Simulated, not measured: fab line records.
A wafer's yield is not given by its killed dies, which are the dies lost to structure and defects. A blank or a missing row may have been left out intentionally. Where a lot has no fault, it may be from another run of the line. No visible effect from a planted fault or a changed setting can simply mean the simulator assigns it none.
Which tool did it? :: flow gf180mcu :: 14 lots, 42 wafers sampled, at 4 steps of a route of 602

## WHAT THE GAUGES READ, wafer by wafer
GF_MVSD_TW_MEAS_11. Usual: MVSD_TW gives 1574 (standard deviation 16).
lot: L138
measured: day 4 12:07
on: filmMetro-04
MVSD_TW: 1586 1586 1578
flag: 

lot: L139
measured: day 4 17:50
on: filmMetro-04
MVSD_TW: 1577 1570 1582
flag: 

lot: L140
measured: day 4 21:52
on: filmMetro-04
MVSD_TW: 1578 1580 1580
flag: 

lot: L141
measured: day 5 05:00
on: filmMetro-01
MVSD_TW: 1589 1585 1599
flag: 

lot: L143
measured: day 5 16:34
on: filmMetro-03
MVSD_TW: 1549 1551 1554
flag: 

lot: L144
measured: day 5 22:11
on: filmMetro-04
MVSD_TW: 1589 1595 1588
flag: 

lot: L145
measured: day 6 01:59
on: filmMetro-01
MVSD_TW: 1589 1578 1575
flag: 

lot: L146
measured: day 6 11:54
on: filmMetro-01
MVSD_TW: 1579 1589 1582
flag: 

lot: L148
measured: day 6 21:59
on: filmMetro-03
MVSD_TW: 1552 1548 1547
flag: 

lot: L149
measured: day 7 04:35
on: filmMetro-01
MVSD_TW: 1583 1577 1586
flag: 

lot: L156
measured: day 8 18:05
on: filmMetro-04
MVSD_TW: 1596 1599 1593
flag: 

lot: L157
measured: day 9 01:27
on: filmMetro-03
MVSD_TW: 1557 1556 1553
flag: 

lot: L158
measured: day 9 06:44
on: filmMetro-03
MVSD_TW: 1557 1555 1543
flag: 

lot: L161
measured: day 10 00:28
on: filmMetro-03
MVSD_TW: 1564 1557 1557
flag: 

GF_VT_IMPLANT_OVL_MEAS_40. Usual: VT_IMPLANT_03_OVL gives 0.1 nm (standard deviation 1.2).
lot: L138
measured: day 7 14:11
on: overlay-01
VT_IMPLANT_03_OVL (nm): 1.4 1.3 2.1
flag: 

lot: L139
measured: day 7 20:41
on: overlay-02
VT_IMPLANT_03_OVL (nm): 0.9 -2.1 -0.3
flag: 

lot: L140
measured: day 8 02:35
on: overlay-02
VT_IMPLANT_03_OVL (nm): 0.1 -2.0 -1.7
flag: 

lot: L141
measured: day 8 09:43
on: overlay-02
VT_IMPLANT_03_OVL (nm): 1.3 0.7 1.6
flag: 

lot: L143
measured: day 8 23:05
on: overlay-01
VT_IMPLANT_03_OVL (nm): -0.8 -0.1 0.1
flag: 

lot: L144
measured: day 9 05:57
on: overlay-02
VT_IMPLANT_03_OVL (nm): 2.8 0.8 1.2
flag: 

lot: L145
measured: day 9 10:52
on: overlay-01
VT_IMPLANT_03_OVL (nm): 0.3 1.6 -0.9
flag: 

lot: L146
measured: day 9 22:37
on: overlay-02
VT_IMPLANT_03_OVL (nm): -0.3 -0.4 0.9
flag: 

lot: L148
measured: day 10 09:06
on: overlay-01
VT_IMPLANT_03_OVL (nm): -1.1 -1.2 0.0
flag: 

lot: L149
measured: day 10 17:04
on: overlay-02
VT_IMPLANT_03_OVL (nm): -0.1 -3.3 0.4
flag: 

lot: L156
measured: day 12 13:12
on: overlay-01
VT_IMPLANT_03_OVL (nm): -0.6 -1.4 -1.0
flag: 

lot: L157
measured: day 12 20:28
on: overlay-01
VT_IMPLANT_03_OVL (nm): 0.3 -1.4 -0.1
flag: 

lot: L158
measured: day 13 04:01
on: overlay-02
VT_IMPLANT_03_OVL (nm): 0.1 2.0 1.2
flag: 

lot: L161
measured: day 13 22:41
on: overlay-02
VT_IMPLANT_03_OVL (nm): 1.8 1.1 -1.0
flag: 

GF_POLY_GATE_CD_MEAS_10: the cd target is 280 nm. Usual: cdNm at 280.1 nm, with a standard deviation of 0.91.
lot: L138
measured: day 9 04:56
on: cdSem-01
cdNm (nm): 279.2 280.0 279.0
flag: 

lot: L139
measured: day 9 11:43
on: cdSem-01
cdNm (nm): 281.0 281.0 281.4
flag: 

lot: L140
measured: day 9 19:11
on: cdSem-01
cdNm (nm): 279.5 279.6 278.6
flag: 

lot: L141
measured: day 10 02:56
on: cdSem-02
cdNm (nm): 279.8 279.6 280.9
flag: 

lot: L143
measured: day 10 16:59
on: cdSem-01
cdNm (nm): 281.4 280.6 279.6
flag: 

lot: L144
measured: day 11 00:16
on: cdSem-02
cdNm (nm): 280.1 279.1 279.4
flag: 

lot: L145
measured: day 11 07:08
on: cdSem-02
cdNm (nm): 279.3 279.3 280.9
flag: 

lot: L146
measured: day 11 18:39
on: cdSem-01
cdNm (nm): 280.4 279.7 279.0
flag: 

lot: L148
measured: day 12 08:56
on: cdSem-02
cdNm (nm): 281.1 281.1 281.5
flag: 

lot: L149
measured: day 12 11:55
on: cdSem-01
cdNm (nm): 279.6 280.7 279.7
flag: 

lot: L156
measured: day 14 13:57
on: cdSem-02
cdNm (nm): 279.7 280.5 279.6
flag: 

lot: L157
measured: day 15 00:52
on: cdSem-01
cdNm (nm): 280.7 279.5 279.8
flag: 

lot: L158
measured: day 15 07:41
on: cdSem-01
cdNm (nm): 279.9 279.4 278.8
flag: 

lot: L161
measured: day 16 00:39
on: cdSem-02
cdNm (nm): 282.7 280.9 281.0
flag: 

## TOOL THAT RAN EACH LOT (tool first, then ch and the chambers of the sampled wafers, then the start)
lot: L138
GF_VT_IMPLANT_IMPLANT_19: implanter-03 ch 0, day 6 06:34

lot: L139
GF_VT_IMPLANT_IMPLANT_19: implanter-03 ch 0, day 6 13:13

lot: L140
GF_VT_IMPLANT_IMPLANT_19: implanter-01 ch 0, day 6 18:53

lot: L141
GF_VT_IMPLANT_IMPLANT_19: implanter-04 ch 0, day 7 02:04

lot: L143
GF_VT_IMPLANT_IMPLANT_19: implanter-01 ch 0, day 7 14:36

lot: L144
GF_VT_IMPLANT_IMPLANT_19: implanter-03 ch 0, day 7 20:42

lot: L145
GF_VT_IMPLANT_IMPLANT_19: implanter-04 ch 0, day 8 01:11

lot: L146
GF_VT_IMPLANT_IMPLANT_19: implanter-01 ch 0, day 8 11:41

lot: L148
GF_VT_IMPLANT_IMPLANT_19: implanter-01 ch 0, day 8 22:28

lot: L149
GF_VT_IMPLANT_IMPLANT_19: implanter-01 ch 0, day 9 05:41

lot: L156
GF_VT_IMPLANT_IMPLANT_19: implanter-04 ch 0, day 10 23:03

lot: L157
GF_VT_IMPLANT_IMPLANT_19: implanter-04 ch 0, day 11 05:18

lot: L158
GF_VT_IMPLANT_IMPLANT_19: implanter-01 ch 0, day 11 13:36

lot: L161
GF_VT_IMPLANT_IMPLANT_19: implanter-03 ch 0, day 12 07:32
- GF_VT_IMPLANT_IMPLANT_19

## WHAT THE TOOLS THEMSELVES READ (means of the sampled wafers that have a number; where no wafer has one, the mark that the record gives instead)
GF_VT_IMPLANT_IMPLANT_19. Usual: doseIonsCm2 at 4.35e+12, with a standard deviation of 4.5e+09.
lot: L138
tool: implanter-03
doseIonsCm2: 4.35e+12
flag: 

lot: L139
tool: implanter-03
doseIonsCm2: 4.35e+12
flag: 

lot: L140
tool: implanter-01
doseIonsCm2: 4.35e+12
flag: 

lot: L141
tool: implanter-04
doseIonsCm2: 4.35e+12
flag: 

lot: L143
tool: implanter-01
doseIonsCm2: 4.35e+12
flag: 

lot: L144
tool: implanter-03
doseIonsCm2: 4.35e+12
flag: 

lot: L145
tool: implanter-04
doseIonsCm2: 4.35e+12
flag: 

lot: L146
tool: implanter-01
doseIonsCm2: 4.35e+12
flag: 

lot: L148
tool: implanter-01
doseIonsCm2: 4.35e+12
flag: 

lot: L149
tool: implanter-01
doseIonsCm2: 4.35e+12
flag: 

lot: L156
tool: implanter-04
doseIonsCm2: 4.17e+12
flag: OFF

lot: L157
tool: implanter-04
doseIonsCm2: 4.17e+12
flag: OFF

lot: L158
tool: implanter-01
doseIonsCm2: 4.35e+12
flag: 

lot: L161
tool: implanter-03
doseIonsCm2: 4.36e+12
flag: 

## THE ANSWER, worked out from the rows above alone
Rule: a lot is off if the mean of its wafers that have a number lies more than 3 standard deviations from the usual mean. A lot without any number at a reading at which 4 lots or more have one is off too. Where the step has rows for the other lots, those lots are counted as sound. The gauges are gone through in route order, then the tools' own readings, and for those a lot's mean is taken as printed above. The first step at which some lot is off is used, and at that step the reading that is off furthest; a lot without a number counts as furthest.
Off at GF_VT_IMPLANT_IMPLANT_19 (doseIonsCm2): L156, L157.
A tool fits if, at that step or a process step before it, it ran every lot that is off, and no sound lot after the first of them. One candidate fits, namely implanter-04 at GF_VT_IMPLANT_IMPLANT_19. A fault onset in the window from L145 (day 8 01:11, its last sound lot) to L156 (day 10 23:03, its first lot off) fits.
On the lots that are off, the tool's own readings at GF_VT_IMPLANT_IMPLANT_19 differ by more than 5 times the standard deviation of the sound lots' means, which bears it out; doseIonsCm2 reads 4.17e+12 there versus 4.35e+12 on the sound lots.

## WHAT THE SIMULATOR HAD PUT IN
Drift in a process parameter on implanter-04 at GF_VT_IMPLANT_IMPLANT_19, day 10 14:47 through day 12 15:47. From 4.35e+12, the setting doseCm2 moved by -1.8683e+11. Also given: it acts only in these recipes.
Lots struck among those shown: L156, L157. The rule given above showed the same thing.
